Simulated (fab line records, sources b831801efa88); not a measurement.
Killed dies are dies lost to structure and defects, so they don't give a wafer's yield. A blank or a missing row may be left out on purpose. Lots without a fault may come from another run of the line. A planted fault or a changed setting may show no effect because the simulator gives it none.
Which tool did it? | flow gf180mcu | 6 lots, 18 wafers sampled, at 2 steps of a route of 602

WHAT THE GAUGES READ, wafer by wafer
GF_DUAL_GATE_THK_MEAS_03.
lot  | measured     | on            | DUAL_GATE_OXIDATION_00_THK (nm)
L194 | day 8 13:05  | film_metro-01 | 11.13 11.04 11.22
L196 | day 9 02:34  | film_metro-02 | 10.75 11.04 11.01
L199 | day 9 22:31  | film_metro-01 | 10.92 10.86 10.80
L203 | day 11 00:29 | film_metro-02 | 10.67 10.78 10.81
L211 | day 13 05:46 | film_metro-01 | 10.64 10.83 10.97
L213 | day 14 06:20 | film_metro-01 | 10.59 10.54 10.59

WHICH TOOL RAN EACH LOT (tool, then ch and the chambers of the sampled wafers, then the start)
lot  | GF_DUAL_GATE_OXIDATION_02
L194 | furnace-01 ch 0, day 8 11:38
L196 | furnace-01 ch 0, day 9 01:07
L199 | furnace-01 ch 0, day 9 21:04
L203 | furnace-02 ch 0, day 10 23:02
L211 | furnace-02 ch 0, day 13 04:19
L213 | furnace-02 ch 0, day 14 04:53
- GF_DUAL_GATE_OXIDATION_02: stabilise 600 s, purge 300 s, target thk 10.887 nm.

THE ANSWER, worked out from the rows above alone
Rule: what is usual is taken from the lots themselves. Put in order of their means at a reading, lots are off if they are a third of the lots or fewer, leave a main group of 4 or more, and stand apart from it by a gap of 3 or more times the standard deviation of the main group's means; of several such gaps the widest counts. A main group whose means are all the same, to the digits that the tables above print for the reading, isn't used. A lot without any number at a reading at which 4 lots or more have one is off too. The other lots that the step has rows for count as sound.
No lot is off at any reading shown: from this, nothing can be told.

WHAT THE SIMULATOR HAD PUT IN
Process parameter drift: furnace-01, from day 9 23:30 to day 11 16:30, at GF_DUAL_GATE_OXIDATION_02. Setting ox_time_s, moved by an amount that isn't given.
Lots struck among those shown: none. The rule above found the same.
